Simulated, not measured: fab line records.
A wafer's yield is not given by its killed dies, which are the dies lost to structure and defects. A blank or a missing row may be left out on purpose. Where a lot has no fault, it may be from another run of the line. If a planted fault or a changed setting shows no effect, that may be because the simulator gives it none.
Matching of chambers | flow sky130 | 3 sister chambers for SKY_VIA2_HDPCVD_00 on hdpcvd-01
The step deposits SiO2, target thk 1180 nm, time 196.7 s. 3 wafers are shown with their chamber, then 6 later ones without.

== WAFERS WITH THEIR CHAMBER ==
wafer  | chamber | susceptor-temp-C (C)
L562.4 | 1       | 400.04
L567.1 | 0       | 399.93
L567.3 | 2       | 399.95

== WAFERS WHOSE CHAMBER IS MISSING ==
wafer  | susceptor-temp-C (C)
L567.6 | 399.60
L569.1 | 400.25
L569.2 | 399.97
L569.5 | 400.08
L572.2 | 399.70
L572.4 | 399.93

== THE CHAMBER EACH PASSED THROUGH ==
wafer  | from the rows above          | in truth
L567.6 | can't be placed: 0 or 2 or 1 | 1
L569.1 | can't be placed: 1 or 2 or 0 | 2
L569.2 | can't be placed: 2 or 0 or 1 | 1
L569.5 | can't be placed: 1 or 2 or 0 | 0
L572.2 | can't be placed: 0 or 2 or 1 | 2
L572.4 | can't be placed: 0 or 2 or 1 | 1
Correctly placed: 0 of 6. From these rows, 6 cannot be placed; in 6 the true chamber is one of the candidates. Placed wrongly: 0.
How it was worked out, from the rows above alone: a wafer's distance from a chamber is the root of the sum, over the readings, of the square of ((its reading less the chamber's mean) divided by the reading's scatter). The wafer belongs to the nearest chamber; if the next one is less than 2 further off, it can't be placed. The mean given for a chamber averages the wafers shown for that chamber. The scatter: with one shown wafer a chamber, the root of the mean of the squares of how far each hidden wafer lies from its nearest shown one.
